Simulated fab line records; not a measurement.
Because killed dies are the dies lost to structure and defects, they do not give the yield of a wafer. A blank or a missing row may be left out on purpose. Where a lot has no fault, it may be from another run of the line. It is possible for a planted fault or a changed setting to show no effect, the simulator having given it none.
Which tool is to blame?    flow gf180mcu    15 lots, 45 wafers sampled, at 4 steps of a route of 602

## WHAT THE GAUGES SHOWED, per wafer
The record lacks any reading of a measuring or inspecting step that a usual standard deviation could be used to judge.

## WHAT TOOL EACH LOT RAN ON (gives the tool, then ch and the chambers of the sampled wafers, and finally the start)
lot   GF_MIM_SPUTTER_03             GF_M5_METAL_ETCH_10                GF_V5_EXPOSE_11                    GF_TOP_METAL_SPUTTER_01
L214  pvd_sputter-02, day 24 07:19  rie_metal-03 ch 0,1, day 26 03:39  krf_scanner-01 ch 0, day 26 15:19  pvd_sputter-01, day 27 02:47
L216  pvd_sputter-02, day 25 04:02  rie_metal-04 ch 0,1, day 26 22:03  krf_scanner-01 ch 0, day 27 09:12  pvd_sputter-03, day 27 21:14
L218  pvd_sputter-04, day 26 00:31  rie_metal-02 ch 1, day 27 17:26    krf_scanner-02 ch 0, day 28 04:13  pvd_sputter-03, day 28 15:07
L219  pvd_sputter-02, day 26 05:52  rie_metal-02 ch 0,1, day 28 00:11  krf_scanner-02 ch 0, day 28 10:50  pvd_sputter-02, day 28 22:32
L221  pvd_sputter-02, day 27 02:09  rie_metal-04 ch 0, day 28 18:28    krf_scanner-02, day 29 05:26       -
L223  pvd_sputter-04, day 27 18:28  rie_metal-02 ch 0,1, day 29 08:39  krf_scanner-02, day 29 19:22       -
L224  pvd_sputter-02, day 28 02:31  rie_metal-02 ch 0,1, day 29 16:36  krf_scanner-02, day 30 03:32       -
L227  pvd_sputter-03, day 28 17:22  rie_metal-03 ch 1, day 30 07:52    krf_scanner-01 ch 0, day 30 18:03  pvd_sputter-03, day 31 04:43
L228  pvd_sputter-02, day 29 00:36  rie_metal-03 ch 1, day 30 14:18    krf_scanner-02 ch 0, day 31 01:11  pvd_sputter-02, day 31 11:45
L230  pvd_sputter-03, day 29 20:02  rie_metal-02 ch 0,1, day 31 09:05  krf_scanner-02 ch 0, day 31 18:50  pvd_sputter-02, day 32 04:43
L231  pvd_sputter-03, day 29 22:04  rie_metal-02 ch 0,1, day 31 10:52  krf_scanner-02 ch 0, day 31 20:28  pvd_sputter-02, day 32 06:38
L233  pvd_sputter-04, day 30 11:36  rie_metal-02 ch 0, day 31 23:32    krf_scanner-02 ch 0, day 32 09:41  pvd_sputter-02, day 32 19:26
L235  pvd_sputter-02, day 31 04:29  rie_metal-04 ch 0,1, day 32 15:35  krf_scanner-02 ch 0, day 33 01:19  pvd_sputter-03, day 33 10:46
L236  pvd_sputter-04, day 31 06:53  rie_metal-02 ch 0,1, day 32 17:30  krf_scanner-01 ch 0, day 33 02:52  pvd_sputter-02, day 33 12:18
L237  pvd_sputter-03, day 31 08:35  rie_metal-03 ch 0,1, day 32 19:17  krf_scanner-02 ch 0, day 33 05:17  pvd_sputter-02, day 33 14:38
- GF_MIM_SPUTTER_03: material Ti, target thk 10 nm, time 6.7 s.
- GF_M5_METAL_ETCH_10: etches the open film in Cl2/BCl3, stops on SiO2, target depth 627.5 nm, time 104.6 s.
- GF_V5_EXPOSE_11: exposes mask Via5, target cd 260 nm.
- GF_TOP_METAL_SPUTTER_01: material TiN, target thk 30 nm, time 25 s.

## AS READ BY THE TOOLS THEMSELVES (means over the sampled wafers that have a number; for cases with no such wafer, the mark the record gives instead)
GF_MIM_SPUTTER_03.
lot   tool            throttle_valve_pct (%)
L214  pvd_sputter-02  29.4
L216  pvd_sputter-02  29.8
L218  pvd_sputter-04  28.9
L219  pvd_sputter-02  29.7
L221  pvd_sputter-02  30.0
L223  pvd_sputter-04  30.8
L224  pvd_sputter-02  29.6
L227  pvd_sputter-03  30.0
L228  pvd_sputter-02  30.0
L230  pvd_sputter-03  31.4
L231  pvd_sputter-03  31.3
L233  pvd_sputter-04  30.6
L235  pvd_sputter-02  29.4
L236  pvd_sputter-04  29.3
L237  pvd_sputter-03  30.5

GF_M5_METAL_ETCH_10.
lot   tool          drypump_motor_current_A (A)  oes_product_au (a.u.)  throttle_valve_pct (%)
L214  rie_metal-03  5.70                         0.973                  28.243
L216  rie_metal-04  5.31                         0.971                  28.250
L218  rie_metal-02  5.48                         0.964                  28.258
L219  rie_metal-02  5.56                         0.967                  28.253
L221  rie_metal-04  5.35                         0.970                  28.244
L223  rie_metal-02  5.54                         0.967                  28.246
L224  rie_metal-02  5.57                         0.968                  28.251
L227  rie_metal-03  5.96                         0.971                  28.242
L228  rie_metal-03  5.92                         0.966                  28.265
L230  rie_metal-02  5.54                         0.976                  28.249
L231  rie_metal-02  5.60                         0.967                  28.240
L233  rie_metal-02  5.61                         0.973                  28.246
L235  rie_metal-04  5.32                         0.971                  28.256
L236  rie_metal-02  5.55                         0.969                  28.258
L237  rie_metal-03  5.71                         0.974                  28.244

GF_V5_EXPOSE_11.
lot   tool            exposure_dose_mJ_cm2  focus_offset_nm (nm)
L214  krf_scanner-01  37.97                 0.4
L216  krf_scanner-01  38.01                 -0.1
L218  krf_scanner-02  37.99                 -0.4
L219  krf_scanner-02  37.98                 -0.4
L221  krf_scanner-02  -                     -
L223  krf_scanner-02  -                     -
L224  krf_scanner-02  -                     -
L227  krf_scanner-01  38.04                 -0.1
L228  krf_scanner-02  38.00                 0.1
L230  krf_scanner-02  37.94                 0.2
L231  krf_scanner-02  38.04                 -0.8
L233  krf_scanner-02  37.99                 -0.1
L235  krf_scanner-02  38.00                 0.2
L236  krf_scanner-01  38.04                 -0.1
L237  krf_scanner-02  37.99                 -0.6

GF_TOP_METAL_SPUTTER_01.
lot   tool            throttle_valve_pct (%)
L214  pvd_sputter-01  30.3
L216  pvd_sputter-03  31.0
L218  pvd_sputter-03  31.1
L219  pvd_sputter-02  29.0
L227  pvd_sputter-03  31.6
L228  pvd_sputter-02  30.0
L230  pvd_sputter-02  30.0
L231  pvd_sputter-02  30.4
L233  pvd_sputter-02  29.8
L235  pvd_sputter-03  29.8
L236  pvd_sputter-02  30.0
L237  pvd_sputter-02  29.2

## THE ANSWER, worked out from the rows above alone
Rule: usual is defined by the lots themselves. Put in order of their means at a reading, lots are off if they are a third of the lots or fewer, leave a main group of 4 or more, and stand apart from it by a gap of 3 or more times the standard deviation of the main group's means; of several such gaps the widest counts. A main group whose means are all the same, to the digits that the tables above print for the reading, isn't used. Also off: a lot with no number at a reading for which 4 or more lots have one. Any other lot the step has rows for is counted as sound. After the gauges, taken in route order, come the tools' own readings; for these a lot's mean is taken, as printed above. At the first step where some lot is off, the reading lying furthest off is the one used; lots without a number count as furthest.
Off at GF_V5_EXPOSE_11 (exposure_dose_mJ_cm2): L221, L223, L224. Without a number there: L221, L223, L224. The main group: mean 38.00, standard deviation 0.029.
If a tool, at that step or one of the process steps before it, ran each lot that is off and ran no sound lot following the first of them, it fits. No candidate that was tried fits.

## WHAT WAS PUT IN BY THE SIMULATOR
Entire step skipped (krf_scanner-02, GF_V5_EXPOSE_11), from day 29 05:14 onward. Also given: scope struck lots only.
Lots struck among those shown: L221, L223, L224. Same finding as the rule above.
